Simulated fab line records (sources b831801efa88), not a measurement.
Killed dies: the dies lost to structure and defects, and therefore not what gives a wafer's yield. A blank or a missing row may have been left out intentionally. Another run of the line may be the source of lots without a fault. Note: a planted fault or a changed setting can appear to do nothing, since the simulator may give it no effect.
fab line records | flow sky130
record: lots: 11 wafers: 33 last-day: 48
route steps=708 shown SPACER@304
lots that met no fault: from a run of the same line without faults
start-h: start of the lot's first displayed wafer, in hours after the record's first day | wait-h: hours elapsed since this lot's preceding step | " repeats the value in the row above | L1.1+2: a single row standing in for several wafers | - no value, or no start was given | * or withheld: withheld | < > ~ a bound
route shown NAME@n: names a module that has steps shown in the file, with the first one's number in the route | usual: mean and standard deviation over wafers with no fault | same: alike in all rows | chamber/n: place in a boat | sites: per-site readings | _std_site: standard deviation across them | _edge_site: inner sites' mean taken away from outer sites' mean | radius-mm: for every site, how far away it sits from the centre of the wafer | mask NAME#n: copy n | behind: the tool/chamber that last shaped the wafer | hold: the reason the lot was held/the length of the hold in hours/how it ended | device: names the non-switching transistor (n, p or np) | end of line: tests of these same wafers at the route's end | for a step that has no rows: nothing shown but its recipe | killed: at the first sort, the dies lost to defects and structure; wafer yield is something else | map: dies across one wafer; x = killed, . = not, _ = none there
set.NAME: the run value of the setting; set.NAME@STEP: its run value at that earlier step | model.NAME: the simulator's own value behind a step, which no gauge read
route steps across a sampled set of lots; one table per step, one row per wafer
services: the hour from which a tool's chamber was out of use, counted from the record's first day as start-h (under 0 if before that day), plus the number of hours and why
== steps ==
step: SKY_SPACER_CVD_00
recipe: material: Si3N4 precursor: DCS/NH3 target-thk-nm: 43.1 temp-c: 770 time-s: 740 pressure-mtorr: 250
usual: spike-tc-bottom-C: 787.8/1.7 spike-tc-centre-C: 772.2/1.7 spike-tc-lower-C: 770.5/0.97 spike-tc-top-C: 787.5/1.1 spike-tc-upper-C: 771.0/1.6 zone-power-centre-pct: 13.86/0.24
columns lot.wafer tool chamber start-h wait-h spike-tc-bottom-C spike-tc-centre-C spike-tc-lower-C spike-tc-top-C spike-tc-upper-C zone-power-centre-pct
L750.1 lpcvd-02 0 514.88 0.0 790.0 771.2 769.7 788.2 773.0 13.92
L750.4 " 0 " " 790.5 770.4 770.9 789.0 773.3 14.22
L750.6 " 0 " " 791.0 769.8 770.7 787.3 773.5 14.21
L751.1 lpcvd-02 1 523.91 0.0 787.0 774.3 770.1 787.2 770.9 13.62
L751.2 " 1 " " 785.2 775.0 769.8 786.6 770.0 13.53
L751.5 " 1 " " 787.0 771.4 770.4 785.5 771.2 13.82
L752.2 lpcvd-02 1 545.07 0.1 786.4 774.0 771.4 786.8 769.8 13.58
L752.4 " 1 " " 786.7 773.8 769.3 786.5 770.8 13.59
L752.5 " 1 " " 786.9 772.5 770.6 786.8 770.5 13.73
L753.1 lpcvd-02 1 551.74 0.0 784.8 773.0 770.3 787.9 771.2 13.86
L753.5 " 1 " " 786.6 773.7 772.1 787.2 770.2 13.86
L753.6 " 1 " " 786.3 773.9 770.8 786.0 768.5 13.82
L754.1 lpcvd-02 0 558.88 0.0 789.9 771.9 770.5 788.7 773.3 13.93
L754.3 " 0 " " 790.4 769.6 771.0 789.3 773.3 14.06
L754.5 " 0 " " 791.3 769.8 770.2 789.0 772.0 14.07
L755.1 lpcvd-02 0 572.83 0.0 790.3 770.7 771.5 786.8 771.2 14.18
L755.5 " 0 " " 790.2 771.6 769.9 786.8 772.2 14.05
L755.6 " 0 " " 790.1 770.6 770.6 786.2 771.4 14.00
L756.1 lpcvd-02 1 578.75 0.7 787.5 774.1 770.1 786.9 770.3 13.68
L756.2 " 1 " " 786.5 773.1 771.0 787.2 771.1 13.91
L756.4 " 1 " " 785.4 772.4 770.7 786.8 770.4 13.68
L757.3 lpcvd-02 0 586.40 0.8 790.0 770.4 771.5 788.8 771.8 14.23
L757.4 " 0 " " 789.8 772.3 770.9 788.0 774.3 14.31
L757.5 " 0 " " 792.2 771.7 770.8 789.4 770.2 14.09
L758.1 lpcvd-02 0 588.96 0.9 788.6 771.3 770.4 788.1 771.6 14.30
L758.2 " 0 " " 790.3 769.5 771.3 788.3 772.7 14.09
L758.4 " 0 " " 788.9 771.9 770.4 789.1 772.3 14.20
L764.1 lpcvd-02 1 641.23 0.0 778.7 766.6 763.4 780.1 761.6 13.27
L764.2 " 1 " " 777.8 765.2 764.9 780.2 762.2 13.54
L764.3 " 1 " " 779.2 765.0 764.5 780.0 762.5 13.35
L765.1 lpcvd-02 0 656.43 0.4 782.5 765.2 762.8 782.8 767.4 13.79
L765.3 " 0 " " 781.3 763.0 761.1 781.1 763.2 13.97
L765.6 " 0 " " 782.3 763.3 762.7 782.0 765.3 13.92
step: SKY_SPACER_THK_MEAS_01
recipe: reads: Si3N4_of_SPACER_CVD_00
usual: SPACER_CVD_00_THK: 42.9/0.44
columns lot.wafer tool chamber start-h wait-h SPACER_CVD_00_THK[nm]
L750.1 film-metro-01 - 516.08 0.0 43.1
L750.4 " - " " 42.9
L750.6 " - " " 42.8
L751.1 film-metro-01 - 525.12 0.0 43.2
L751.2 " - " " 43.2
L751.5 " - " " 43.4
L752.2 film-metro-03 - 546.28 0.0 42.6
L752.4 " - " " 42.5
L752.5 " - " " 42.8
L753.1 film-metro-04 - 552.94 0.0 43.2
L753.5 " - " " 43.1
L753.6 " - " " 43.0
L754.1 film-metro-01 - 560.08 0.0 41.6
L754.3 " - " " 41.2
L754.5 " - " " 41.8
L755.1 film-metro-04 - 574.04 0.0 42.4
L755.5 " - " " 43.0
L755.6 " - " " 42.8
L756.1 film-metro-01 - 579.96 0.0 42.9
L756.2 " - " " 43.0
L756.4 " - " " 43.1
L757.3 film-metro-01 - 587.62 0.0 43.2
L757.4 " - " " 43.1
L757.5 " - " " 43.4
L758.1 film-metro-01 - 590.17 0.0 42.3
L758.2 " - " " 42.9
L758.4 " - " " 42.2
L764.1 film-metro-01 - 642.44 0.0 37.7
L764.2 " - " " 37.5
L764.3 " - " " 37.7
L765.1 film-metro-04 - 658.24 0.0 37.2
L765.3 " - " " 37.0
L765.6 " - " " 37.3
step: SKY_SPACER_ETCHBACK_02
recipe: chemistry: CH3F/O2 target: Si3N4 stop-on: SiO2 source-w: 400 bias-w: 80 pressure-mtorr: 25 ch3f-flow-sccm: 40 O2_flow_sccm: 30 time-s: 46.7 target-depth-a: 450
usual: drypump-motor-current-A: 5.71/0.23 oes-product-au: 0.852/0.0068 throttle-valve-pct: 10.562/0.0095
columns lot.wafer tool chamber start-h wait-h drypump-motor-current-A oes-product-au rf-hours-counter-h throttle-valve-pct
L750.1 rie-diel-03 0 516.14 0.1 5.64 0.850 2 10.561
L750.4 " 1 " " 5.84 0.859 10 10.551
L750.6 " 3 " " 5.90 0.852 - 10.571
L751.1 rie-diel-03 2 525.18 0.1 5.42 0.851 10 10.556
L751.2 " 0 " " 5.60 0.854 2 10.552
L751.5 " 0 " " 5.62 0.854 - 10.567
L752.2 rie-diel-04 3 546.33 0.0 5.79 0.848 17 10.576
L752.4 " 1 " " 5.46 0.851 5 10.554
L752.5 " 3 " " 5.78 0.854 - 10.558
L753.1 rie-diel-01 1 553.00 0.1 5.88 0.862 9 10.562
L753.5 " 3 " " 5.19 0.856 - 10.569
L753.6 " 0 " " 6.00 0.853 - 10.551
L754.1 rie-diel-01 2 560.14 0.1 5.98 0.840 13 10.566
L754.3 " 1 " " 5.85 0.837 9 10.562
L754.5 " 3 " " 5.19 0.839 - 10.572
L755.1 rie-diel-03 2 574.10 0.1 5.42 0.838 11 10.559
L755.5 " 1 " " 5.85 0.859 - 10.542
L755.6 " 2 " " 5.42 0.847 - 10.562
L756.1 rie-diel-04 1 580.02 0.1 5.47 0.850 6 10.567
L756.2 " 3 " " 5.79 0.848 18 10.555
L756.4 " 0 " " 6.00 0.852 9 10.562
L757.3 rie-diel-04 3 587.66 0.0 5.80 0.848 18 10.558
L757.4 " 0 " " 6.00 0.859 9 10.564
L757.5 " 2 " " 5.58 0.856 - 10.575
L758.1 rie-diel-03 3 590.23 0.1 5.89 0.851 5 10.546
L758.2 " 0 " " 5.63 0.848 3 10.572
L758.4 " 1 " " 5.86 0.848 11 10.568
L764.1 rie-diel-04 2 642.50 0.1 5.58 0.791 6 10.570
L764.2 " 1 " " 5.46 0.793 8 10.560
L764.3 " 0 " " 5.97 0.792 11 10.561
L765.1 rie-diel-04 3 658.30 0.1 5.78 0.783 19 10.543
L765.3 " 0 " " 6.00 0.789 11 10.559
L765.6 " 2 " " 5.57 0.791 - 10.551
== services ==
columns tool chamber start-h hours kind
rie-diel-04 1 524.74 4.6 repair
rie-diel-03 - 526.32 4.3 pm
rie-diel-04 1 566.23 2.6 repair
rie-diel-01 0 590.28 8.1 repair
rie-diel-01 - 591.30 0.2 repair
rie-diel-03 1 602.27 9.0 repair
rie-diel-04 3 635.97 2.2 repair
rie-diel-01 2 636.85 15.3 repair
== key ==
first-sign: step: SKY_SPACER_CVD_00 reading: spike-tc-lower-C direction: down sigmas: 7.6 usual: 770.5 struck: 763.2
effect: step: SKY_SPACER_CVD_00 reading: spike-tc-top-C direction: down sigmas: 5.7 usual: 787.5 struck: 781.0
effect: step: SKY_SPACER_THK_MEAS_01 reading: SPACER_CVD_00_THK direction: down sigmas: 12 usual: 42.9 struck: 37.4
effect: step: SKY_SPACER_ETCHBACK_02 reading: oes-product-au direction: down sigmas: 9.2 usual: 0.852 struck: 0.790
met-at SKY_SPACER_CVD_00
struck-lots L764,L765
tester-left-out L764,L765
onset-between 588.96 641.23
fault: kind: process-parameter-drift tool: lpcvd-02 chamber: - onset-h: 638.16 steps: SKY_SPACER_CVD_00 channel: temp-c offset: * shape: step end-h: 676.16 acts-in: * stated: *
tester-left-out: of these lots the tester's yield and bins aren't shown, on N5 and GAA mostly nor the transistor test; their killed dies are dies lost to structure and defects alone, not to doping, threshold or leakage, so they don't give the yield
